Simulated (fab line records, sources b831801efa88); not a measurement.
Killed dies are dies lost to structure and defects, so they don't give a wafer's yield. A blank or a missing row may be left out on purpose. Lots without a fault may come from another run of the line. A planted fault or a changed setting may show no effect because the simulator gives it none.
Problem report in the 8D (eight disciplines) form, filled by code | flow sky130 | the parts of the form that need people (team, actions taken, sign-off) are left out

1. THE PROBLEM
beam_energy_keV at SKY_GATE_OXIDE_IMPLANT_11 reads a mean of 8.687 on 6 wafers of 2 lots; wafers without a fault read 10.001 with a standard deviation of 0.0035. That is -99 or more standard deviations from the usual mean.
First seen on wafer L998.2, day 18 21:17, on implanter-04. The record holds 36 wafers of 12 lots with a number at this step. Rule for "out", or "out of limits": more than 4 standard deviations from the usual mean. The other wafers with a number count as sound.

2. WHAT IT IS AND WHAT IT IS NOT
question                    | is                     | is not
which readings at this step | beam_energy_keV        | -
which lots                  | L100, L998             | L104, L105, L107, L984, L985, L986, L987, L989, L990, L994
which wafers of those lots  | all that have a number | -
read on which tools         | implanter-04           | implanter-01, implanter-02
when                        | from day 18 21:17      | up to then (21 sound wafers); but 9 sound wafers of L104, L105, L107 came after

3. SUSPECTS, AND WHAT RULES EACH OUT
Counting: a tool at a process step up to the reading stays a suspect if it ran every lot that is out and no sound lot after the first of them.
- rie_diel-04 at SKY_SONOS_ONO_ETCH_15 (etches the open film in CHF3/O2, target depth 19.52 nm, time 7.8 s): ruled out as a lasting fault. Sound lots L104, L107 ran on it after its first lot that is out, L998 (day 17 12:26).
- implanter-04 at SKY_GATE_OXIDE_IMPLANT_11: ruled out as a lasting fault. Sound lots L107 ran on it after its first lot that is out, L998 (day 18 21:17).
Left after counting: nothing in the record.

4. THE CAUSE (what the simulator had put in)
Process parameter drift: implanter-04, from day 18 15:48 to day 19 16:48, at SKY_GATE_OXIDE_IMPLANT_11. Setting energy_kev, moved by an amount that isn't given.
Counting ruled it out, wrongly.

5. THE CHAIN OF EFFECTS, in route order
Each row: a reading whose mean over the struck wafers that have a number lies more than 3 standard deviations from the usual. Only readings for which the record gives a usual standard deviation are gone through. hours: the time from each lot's start at the first step in this table that gives one to its start at this step, as a median over the lots. sigmas: the change in usual standard deviations.
hours | step                      | reading         | usual  | on struck wafers | change | sigmas
0     | SKY_GATE_OXIDE_IMPLANT_11 | beam_energy_keV | 10.001 | 8.687            | -1.314 | -99 or more
0     | SKY_GATE_OXIDE_TW_MEAS_14 | GATE_OXIDE_TW   | 224.0  | 215.0            | -9.0   | -3.8
The process steps in it:
- SKY_GATE_OXIDE_IMPLANT_11

6. WHAT WOULD HAVE CAUGHT IT SOONER
In this record the first reading out of limits was taken at day 18 21:17, 5 hours after the fault began at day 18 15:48.
